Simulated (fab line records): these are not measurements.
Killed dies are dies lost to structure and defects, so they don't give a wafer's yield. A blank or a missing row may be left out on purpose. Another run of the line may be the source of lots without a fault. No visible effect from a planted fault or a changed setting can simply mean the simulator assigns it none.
fab line records    flow sky130
record: lots: 5  wafers: 15  lastDay: 50
route steps=708 shown METAL2@489
lots that met no fault: from a run of the same line without faults
startH: hours from the record's opening day to when the first of the lot's shown wafers began    waitH: hours from the lot's prior step to this one    " same as the row above    L1.1+2: several wafers, shown together as one row    - no value, or no start was given    * or withheld: withheld    < > ~ a bound
route shown NAME@n: NAME is a module with steps in the file, n the number in the route of the first one    usual: mean/standard deviation of fault-free wafers    same: alike in all rows    chamber/n: place in a boat    sites: per-site readings    _std_site: standard deviation of those values    _edge_site: outer sites' mean less inner sites'    radiusMm: how far each site lies from the wafer's centre    mask NAME#n: copy n    behind: the last tool/chamber to shape the wafer    hold: why the lot was held/for how many hours/how that ended    device: the transistor (n, p or np) that didn't switch    end of line: tests of these same wafers at the route's end    step lacking rows: just its recipe    killed: dies that structure and defects cost at the first sort, which is not the same as the wafer's yield    map: per-die view of a wafer (x killed, . not killed, _ where there is no die)
set.NAME: the setting as run; set.NAME@STEP: as run at that earlier step    model.NAME: the simulator's own value behind a step, which no gauge read
a table for each step, a row for each wafer; lots at some steps of the route
services: from which hour (startH, from the record's first day; less than 0 if before it) a tool's chamber was out of use, for how many hours, and why
== steps ==
step: SKY_METAL2_THK_MEAS_06
recipe: thkMeasGauge: xrf  reads: AlCu_of_METAL2_SPUTTER_02
usual: METAL2_ALCU_THK: 247/3.2
lot.wafer  tool          chamber  startH  waitH  METAL2_ALCU_THK[nm]
L232.2     filmMetro-04  -        813.15  0.1    249
L232.3     "             -        "       "      251
L232.6     "             -        "       "      250
L243.1     filmMetro-01  -        907.97  0.1    246
L243.4     "             -        "       "      247
L243.6     "             -        "       "      246
L245.3     filmMetro-04  -        918.76  0.1    251
L245.4     "             -        "       "      251
L245.6     "             -        "       "      248
L246.1     filmMetro-04  -        921.90  0.1    247
L246.4     "             -        "       "      246
L246.5     "             -        "       "      247
L251.3     filmMetro-02  -        953.32  0.1    249
L251.5     "             -        "       "      248
L251.6     "             -        "       "      250
step: SKY_METAL2_DEHYDRATE_07
recipe: tempC: 200  timeS: 60
step: SKY_METAL2_HMDS_08
recipe: primeTimeS: 60  primeTempC: 120
step: SKY_METAL2_COAT_09
recipe: resist: BARC  tempC: withheld  timeS: withheld  spinRpm: 3000  resistThkNm: 60
step: SKY_METAL2_COAT_10
recipe: resist: KrF-thick  spinRpm: 3000  resistThkNm: 450
step: SKY_METAL2_SOFTBAKE_11
recipe: tempC: 100  timeS: 90  resist: KrF-thick
step: SKY_METAL2_EXPOSE_12
recipe: maskId: MM2  na: 0.8  sourceShape: annular  sigmaInner: 0.55  sigmaOuter: 0.85  targetCdNm: 140  doseMj: 28
step: SKY_METAL2_PEB_13
recipe: pebTempC: withheld  pebTimeS: withheld  resist: KrF-thick
step: SKY_METAL2_DEVELOP_14
recipe: developTimeS: 60  resist: KrF-thick  devTempC: 21
step: SKY_METAL2_CD_MEAS_15
recipe: targetCdNm: 140
usual: cdNm: 139.7/1.7
lot.wafer  tool      chamber  startH  waitH  cdNm
L232.2     cdSem-01  -        838.86  -      138.8
L232.3     "         -        "       "      138.6
L232.6     "         -        "       "      138.6
L243.1     cdSem-02  -        932.83  -      137.1
L243.4     "         -        "       "      137.3
L243.6     "         -        "       "      136.3
L245.3     cdSem-01  -        943.28  -      143.0
L245.4     "         -        "       "      142.5
L245.6     "         -        "       "      141.2
L246.1     cdSem-01  -        946.59  -      141.2
L246.4     "         -        "       "      139.7
L246.5     "         -        "       "      141.1
L251.3     cdSem-01  -        976.71  -      141.9
L251.5     "         -        "       "      140.1
L251.6     "         -        "       "      140.6
step: SKY_METAL2_OVL_MEAS_16
usual: METAL2_OVL: 1/4
lot.wafer  tool        chamber  startH  waitH  METAL2_OVL[nm]
L232.2     overlay-02  -        838.97  0.1    2
L232.3     "           -        "       "      -1
L232.6     "           -        "       "      -2
L243.1     overlay-01  -        932.95  0.1    -4
L243.4     "           -        "       "      -3
L243.6     "           -        "       "      3
L245.3     overlay-01  -        943.37  0.1    4
L245.4     "           -        "       "      2
L245.6     "           -        "       "      3
L246.1     overlay-02  -        946.71  0.1    3
L246.4     "           -        "       "      6
L246.5     "           -        "       "      2
L251.3     overlay-01  -        976.80  0.1    -5
L251.5     "           -        "       "      2
L251.6     "           -        "       "      5
step: SKY_METAL2_DESCUM_17
recipe: chemistry: O2  sourcePowerW: 150  biasPowerW: 0  pressureMtorr: 10  tempC: 40  timeS: 8
usual: drypumpMotorCurrentA: 5.8/0.49  oesProductAu: 1.002/0.011
same: timeS: 8
lot.wafer  tool         chamber  startH  waitH  drypumpMotorCurrentA  oesProductAu  rfHoursCounterH
L232.2     rieMetal-03  1        839.00  0.0    5.8                   0.966         17
L232.3     "            0        "       "      5.3                   0.999         -
L232.6     "            0        "       "      5.3                   1.011         -
L243.1     rieMetal-01  1        932.98  0.0    5.8                   0.995         11
L243.4     "            0        "       "      4.9                   1.010         -
L243.6     "            1        "       "      5.8                   0.993         -
L245.3     rieMetal-03  0        943.41  0.0    5.3                   1.002         -
L245.4     "            1        "       "      5.7                   1.005         -
L245.6     "            0        "       "      5.3                   1.005         -
L246.1     rieMetal-02  1        946.75  0.0    6.3                   1.011         3
L246.4     "            0        "       "      6.0                   0.999         -
L246.5     "            1        "       "      6.3                   1.015         -
L251.3     rieMetal-02  0        976.83  0.0    6.0                   1.008         -
L251.5     "            0        "       "      6.0                   1.006         -
L251.6     "            1        "       "      6.3                   1.006         -
step: SKY_METAL2_ETCH_18
recipe: chemistry: N2/H2  target: BARC  ionEnergyEv: 200  biasW: 100  pressureMtorr: 30  n2FlowSccm: 100  h2FlowSccm: 200  icpW: 500  stopOn: SiO2  timeS: 45.9  targetDepthA: 600
usual: drypumpMotorCurrentA: 5.8/0.49  oesProductAu: 0.855/0.0045  throttleValvePct: 13.224/0.0079
same: timeS: 45.9
lot.wafer  tool         chamber  startH  waitH  drypumpMotorCurrentA  oesProductAu  rfHoursCounterH  throttleValvePct  model.KrF-thick_of_METAL2_COAT_10.thkNm  model.METAL2.cdNm
L232.2     rieMetal-03  1        839.03  0.0    5.8                   0.848         17               13.233            394.8                                    140.5
L232.3     "            0        "       "      5.3                   0.857         -                13.219            376.8                                    134.9
L232.6     "            0        "       "      5.3                   0.851         -                13.231            391.6                                    138.7
L243.1     rieMetal-01  1        933.01  0.0    5.8                   0.849         11               13.224            390.6                                    135.9
L243.4     "            0        "       "      4.9                   0.849         -                13.224            390.4                                    138.5
L243.6     "            1        "       "      5.8                   0.855         -                13.219            390                                      135.5
L245.3     rieMetal-03  0        943.45  0.0    5.3                   0.863         -                13.216            394.5                                    142.5
L245.4     "            1        "       "      5.8                   0.856         -                13.221            395.1                                    143.2
L245.6     "            0        "       "      5.3                   0.854         -                13.215            393.7                                    140.4
L246.1     rieMetal-02  1        946.78  0.0    6.4                   0.857         4                13.218            392.1                                    140.2
L246.4     "            0        "       "      6.1                   0.854         -                13.231            393.3                                    139.1
L246.5     "            1        "       "      6.4                   0.862         -                13.209            392.9                                    140.5
L251.3     rieMetal-02  0        976.88  0.0    6.0                   0.862         -                13.209            393.7                                    141.7
L251.5     "            0        "       "      6.0                   0.857         -                13.220            394.4                                    139.4
L251.6     "            1        "       "      6.4                   0.856         -                13.243            392.2                                    140.1
step: SKY_METAL2_METAL_ETCH_19
recipe: targetDepthA: 3600  stopOn: SiO2  overEtchFrac: 0.3  timeS: 78  chemistry: Cl2/BCl3  resistSidewallDeg: 88  pressureMtorr: 10  icpW: 900  biasW: 48.5  Cl2_flow_sccm: 60  bcl3FlowSccm: 30
usual: drypumpMotorCurrentA: 5.8/0.49  oesProductAu: 0.852/0.0066  throttleValvePct: 22.265/0.0093
same: timeS: 78
lot.wafer  tool         chamber  startH  waitH  drypumpMotorCurrentA  oesProductAu  rfHoursCounterH  throttleValvePct  model.KrF-thick_of_METAL2_COAT_10.thkNm
L232.2     rieMetal-03  1        839.09  0.0    5.8                   0.861         17               22.271            170.9
L232.3     "            0        "       "      5.3                   0.857         -                22.258            142.4
L232.6     "            0        "       "      5.3                   0.858         -                22.276            158.3
L243.1     rieMetal-01  1        933.08  0.0    5.7                   0.851         11               22.268            160.1
L243.4     "            0        "       "      4.9                   0.855         -                22.258            155.9
L243.6     "            1        "       "      5.7                   0.858         -                22.266            157.8
L245.3     rieMetal-03  0        943.52  0.1    5.3                   0.858         -                22.271            159.1
L245.4     "            1        "       "      5.8                   0.854         -                22.269            162.8
L245.6     "            0        "       "      5.3                   0.854         -                22.267            157
L246.1     rieMetal-02  0        946.84  0.0    6.0                   0.848         0                22.262            156.6
L246.4     "            1        "       "      6.3                   0.847         -                22.273            157.2
L246.5     "            0        "       "      6.0                   0.854         -                22.263            159.1
L251.3     rieMetal-02  0        976.95  0.1    6.0                   0.852         -                22.254            160.8
L251.5     "            0        "       "      6.0                   0.856         -                22.264            162.7
L251.6     "            1        "       "      6.3                   0.861         -                22.282            155.2
step: SKY_METAL2_STRIP_20
recipe: chemistry: O2/N2  powerW: 1400  pressureMtorr: 1500  platenTempC: withheld  o2FlowSccm: 3000  n2FlowSccm: 300  overashFraction: 0.5
usual: drypumpMotorCurrentA: 5.68/0.26  o2FlowSccm: 3000/9.3  oesProductAu: 0.343/0.005  stripTimeToEndpointS: 2.70/0.048
lot.wafer  tool            chamber  startH  waitH  drypumpMotorCurrentA  o2FlowSccm  oesProductAu  rfHoursCounterH  stripTimeToEndpointS
L232.2     plasmaAsher-02  0        839.18  0.1    6.04                  2997        0.349         11               2.83
L232.3     "               1        "       "      5.34                  3015        0.336         -                2.52
L232.6     "               0        "       "      6.05                  2988        0.338         -                2.68
L243.1     plasmaAsher-02  0        933.17  0.1    6.06                  2991        0.336         20               2.71
L243.4     "               1        "       "      5.34                  2992        0.346         -                2.67
L243.6     "               0        "       "      6.05                  2991        0.343         -                2.69
L245.3     plasmaAsher-04  0        943.61  0.1    5.68                  3001        0.346         -                2.71
L245.4     "               1        "       "      5.86                  3009        0.347         -                2.76
L245.6     "               0        "       "      5.69                  2998        0.347         -                2.70
L246.1     plasmaAsher-02  1        946.96  0.1    5.37                  2991        0.336         22               2.67
L246.4     "               0        "       "      6.06                  3007        0.344         -                2.67
L246.5     "               0        "       "      6.03                  3003        0.344         -                2.72
L251.3     plasmaAsher-01  1        977.04  0.1    5.83                  2997        0.345         -                2.73
L251.5     "               1        "       "      5.81                  3002        0.343         -                2.74
L251.6     "               0        "       "      5.34                  3015        0.348         -                2.66
step: SKY_METAL2_STRIP_21
recipe: chemistry: postEtchResidueRemover  timeS: 1200  tempC: 72.5
== services ==
tool            chamber  startH  hours  kind
rieMetal-03     -        820.09  0.5    repair
rieMetal-02     -        830.88  2.8    pm
rieMetal-01     -        852.71  0.6    repair
rieMetal-02     1        868.71  -      clean
rieMetal-02     1        868.71  21.3   scheduledDown
rieMetal-02     1        868.71  21.3   ventCycle
rieMetal-03     1        886.46  -      clean
rieMetal-03     1        886.46  18.4   scheduledDown
rieMetal-03     1        886.46  18.4   ventCycle
rieMetal-01     1        891.75  7.3    repair
plasmaAsher-04  -        895.76  11.9   repair
plasmaAsher-01  -        913.27  14.6   pm
rieMetal-02     0        920.84  -      clean
rieMetal-02     0        920.84  20.3   scheduledDown
rieMetal-02     0        920.84  20.3   ventCycle
plasmaAsher-02  -        930.14  2.8    repair
plasmaAsher-04  -        962.06  0.3    repair
== key ==
firstSign: step: SKY_METAL2_STRIP_20  reading: stripTimeToEndpointS  direction: down  sigmas: 3.6  usual: *  struck: *
effect none on later readings
modelEffect: step: SKY_METAL2_ETCH_18  value: KrF-thick_of_METAL2_COAT_10.thkNm  without: 392.5  struck: 376.8
modelEffect: step: SKY_METAL2_METAL_ETCH_19  value: KrF-thick_of_METAL2_COAT_10.thkNm  without: 158.1  struck: 142.4
metAt SKY_METAL2_ETCH_18
struckWafers L232.3
fault: kind: processParameterDrift  tool: rieMetal-03  chamber: -  onsetH: 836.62  steps: SKY_METAL2_ETCH_18  channel: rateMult  offset: 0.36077  shape: step  endH: 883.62  scope: struckWafersOnly
